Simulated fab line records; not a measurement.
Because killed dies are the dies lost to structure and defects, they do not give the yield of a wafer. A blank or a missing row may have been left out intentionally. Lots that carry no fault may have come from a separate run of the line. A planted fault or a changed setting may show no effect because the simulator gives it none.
2 desks, one fault || flow sky130 || every desk sees just its own numbers, and what lay behind them comes last

AT THE TOOL OWNER'S DESK: plasma_asher-01
The tool's own readings at SKY_LDD_N_STRIP_16 (strips in O2/N2): means of the sampled wafers that have a number, for each lot that ran on this tool. Marked OUT: a lot whose mean sits more than 4 standard deviations from the usual mean, which makes it out of limits; the brackets give that distance.
Columns: A = drypump_motor_current_A at SKY_LDD_N_STRIP_16, usual 5.8 A; B = oes_product_au at SKY_LDD_N_STRIP_16, usual 0.406 a.u.; C = strip_time_to_endpoint_s at SKY_LDD_N_STRIP_16, usual 4.315 s
{"lot": "L410", "first seen here": "day 18 01:59", "A": 5.4, "B": 0.404, "C": 4.300}
{"lot": "L411", "first seen here": "day 18 07:26", "A": 5.5, "B": 0.411, "C": 4.294}
{"lot": "L413", "first seen here": "day 19 03:55", "A": 6.0, "B": 0.404, "C": 4.333}
{"lot": "L418", "first seen here": "day 20 21:08", "A": 5.4, "B": "0.900 (+97) OUT", "C": "-"}
{"lot": "L425", "first seen here": "day 23 04:16", "A": 6.1, "B": 0.416, "C": 4.321}
{"lot": "L428", "first seen here": "day 24 14:58", "A": 5.7, "B": 0.407, "C": 4.323}
{"lot": "L429", "first seen here": "day 24 15:20", "A": 5.4, "B": 0.401, "C": 4.315}
{"lot": "L430", "first seen here": "day 24 21:58", "A": 5.4, "B": 0.406, "C": 4.324}
{"lot": "L431", "first seen here": "day 25 08:16", "A": 5.7, "B": 0.403, "C": 4.326}
{"lot": "L432", "first seen here": "day 25 18:16", "A": 5.8, "B": 0.402, "C": 4.320}
Finding of this desk: L418 out of limits; the first was L418 at day 20 21:08, on oes_product_au at SKY_LDD_N_STRIP_16. L410, L411, L413, L425, L428, L429, L430, L431, L432: within limits.

FROM THE METROLOGY DESK
What the gauges read for every lot (on any tool): the sampled wafers with a number, averaged. Marked OUT: a lot whose mean sits more than 4 standard deviations from the usual mean, which makes it out of limits; the brackets give that distance.
Columns: A = GATE_OXIDE_OVL at SKY_GATE_OXIDE_OVL_MEAS_10, usual -0.3 nm; B = POLY_GATE_CVD_00_THK at SKY_POLY_GATE_THK_MEAS_01, usual 180.7 nm
{"lot": "L410", "first seen here": "day 13 19:08", "A": 1.0, "B": 179.3}
{"lot": "L411", "first seen here": "day 14 06:07", "A": 0.7, "B": 181.9}
{"lot": "L413", "first seen here": "day 14 22:48", "A": -0.8, "B": 183.4}
{"lot": "L416", "first seen here": "day 15 22:49", "A": -1.2, "B": 181.0}
{"lot": "L418", "first seen here": "day 16 19:15", "A": -0.2, "B": 182.1}
{"lot": "L425", "first seen here": "day 19 00:00", "A": -0.2, "B": 179.9}
{"lot": "L427", "first seen here": "day 20 06:07", "A": 0.1, "B": 180.7}
{"lot": "L429", "first seen here": "day 20 10:18", "A": -1.0, "B": 180.0}
{"lot": "L428", "first seen here": "day 20 10:36", "A": -0.9, "B": 182.3}
{"lot": "L430", "first seen here": "day 20 18:31", "A": 1.1, "B": 177.9}
{"lot": "L431", "first seen here": "day 21 05:08", "A": 1.1, "B": 179.0}
{"lot": "L432", "first seen here": "day 21 17:10", "A": -2.4, "B": 180.2}
{"lot": "L433", "first seen here": "day 21 21:01", "A": 1.1, "B": 179.4}
Result from this desk: across the 13 lots, nothing is out of limits.

PUT TOGETHER
The tool owner's desk had the chance to raise an alarm at day 20 21:08 on L418.
Nothing out of limits was seen by the metrology desk.
The metrology desk has L418 on record, within its limits.
All the named lots went through SKY_LDD_N_STRIP_16 on plasma_asher-01.

WHAT HAD BEEN PUT IN BY THE SIMULATOR
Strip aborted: plasma_asher-01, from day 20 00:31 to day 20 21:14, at SKY_LDD_N_STRIP_16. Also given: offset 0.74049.
Struck lots among those shown: L418.
Each desk's first reading out of limits, in hours after the fault started: the tool owner's desk, 21.
